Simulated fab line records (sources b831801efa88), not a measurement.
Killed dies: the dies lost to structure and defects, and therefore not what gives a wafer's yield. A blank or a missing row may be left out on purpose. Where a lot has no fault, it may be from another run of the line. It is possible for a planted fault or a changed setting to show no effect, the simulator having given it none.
Tool commonality check | flow gf180mcu | 14 lots, 42 wafers sampled

== THE REASON FOR OPENING IT ==
2 of 14 lots carry a flag on the reading MVSD_OVL at GF_MVSD_OVL_MEAS_07. Wafers without a fault read -1.4 nm, standard deviation 1.5.
Rule: a lot gets a flag if all its wafers with a number sit over 4 standard deviations from that mean, or if no wafer of it has a number. The rest of the lots are taken to be sound.

lot  | measured     | on         | MVSD_OVL (nm), wafer by wafer | flag
L730 | day 4 13:11  | overlay-02 | -0.6 -1.9 -1.2                |
L731 | day 4 18:35  | overlay-01 | 0.4 1.5 0.8                   |
L732 | day 5 00:48  | overlay-02 | -1.6 0.0 0.3                  |
L733 | day 5 03:44  | overlay-02 | -2.9 -2.3 -2.6                |
L734 | day 5 10:26  | overlay-01 | 0.1 -1.3 0.1                  |
L738 | day 6 06:43  | overlay-01 | -3.2 -2.7 -2.1                |
L739 | day 6 12:38  | overlay-01 | -1.3 -2.0 -0.6                |
L740 | day 6 21:04  | overlay-01 | -0.3 -1.6 0.1                 |
L741 | day 7 01:05  | overlay-02 | 236.0 236.7 237.4             | FLAGGED
L743 | day 7 12:49  | overlay-01 | 239.6 242.2 238.3             | FLAGGED
L747 | day 9 02:29  | overlay-02 | -0.5 -0.7 -1.3                |
L751 | day 9 20:13  | overlay-02 | -1.4 -2.7 -3.1                |
L753 | day 9 23:28  | overlay-01 | 1.1 1.2 0.0                   |
L752 | day 10 04:17 | overlay-01 | -1.4 -2.1 -2.0                |
Flagged lots average 238.4 nm: +239.8 nm relative to the usual, that is +99 or more standard deviations.

== WHICH TOOL EACH LOT WENT THROUGH ==
The record holds 1 process step before the reading, out of a route of 602 steps. Read each cell as the tool, then ch plus the chambers that the sampled wafers visited, then the start.
lot  | flag    | GF_MVSD_EXPOSE_04
L730 |         | iline stepper-02 ch 0, day 4 06:37
L731 |         | iline stepper-02 ch 0, day 4 12:26
L732 |         | iline stepper-02 ch 0, day 4 18:13
L733 |         | iline stepper-01 ch 0, day 4 21:02
L734 |         | iline stepper-02 ch 0, day 5 03:37
L738 |         | iline stepper-01 ch 0, day 6 00:17
L739 |         | iline stepper-02 ch 0, day 6 06:12
L740 |         | iline stepper-01 ch 0, day 6 13:39
L741 | FLAGGED | iline stepper-01 ch 0, day 6 17:59
L743 | FLAGGED | iline stepper-01 ch 0, day 7 04:41
L747 |         | iline stepper-02 ch 0, day 8 17:50
L751 |         | iline stepper-02 ch 0, day 9 11:07
L753 |         | iline stepper-02 ch 0, day 9 15:09
L752 |         | iline stepper-02 ch 0, day 9 19:11
What the steps here do:
- GF_MVSD_EXPOSE_04: exposes mask MVSD, target cd 1000 nm.
- GF_MVSD_OVL_MEAS_07

== FLAGGED AGAINST TOTAL, ONE TOOL AT A TIME (gauges that did the reading follow at the end) ==
step                | tool             | lots run | flagged | share of the flagged lots | sound lots run after its first flagged lot
GF_MVSD_EXPOSE_04   | iline stepper-01 | 5        | 2       | all                       | 0
GF_MVSD_EXPOSE_04   | iline stepper-02 | 9        | 0       | none                      | -
GF_MVSD_OVL_MEAS_07 | overlay-01       | 8        | 1       | some                      | 2 (L753,L752)
GF_MVSD_OVL_MEAS_07 | overlay-02       | 6        | 1       | some                      | 2 (L747,L751)

== WHAT THE TABLE PERMITS ==
Rows of the table that ran each flagged lot: 1, that is iline stepper-01 at GF_MVSD_EXPOSE_04.
- iline stepper-01 at GF_MVSD_EXPOSE_04: 2 of its 5 lots flagged. It ran its last sound lot, L740, at day 6 13:39 and its first flagged lot, L741, at day 6 17:59: a fault with its onset between the two fits.
iline stepper-01 at GF_MVSD_EXPOSE_04 is the single tool remaining.

== WHAT THE SIMULATOR PUT IN ==
Scanner matching overlay: iline stepper-01, from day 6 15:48 on, at GF_MVSD_EXPOSE_04. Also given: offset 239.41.
Lots struck among those shown: L741, L743. The same result came from the rule above.
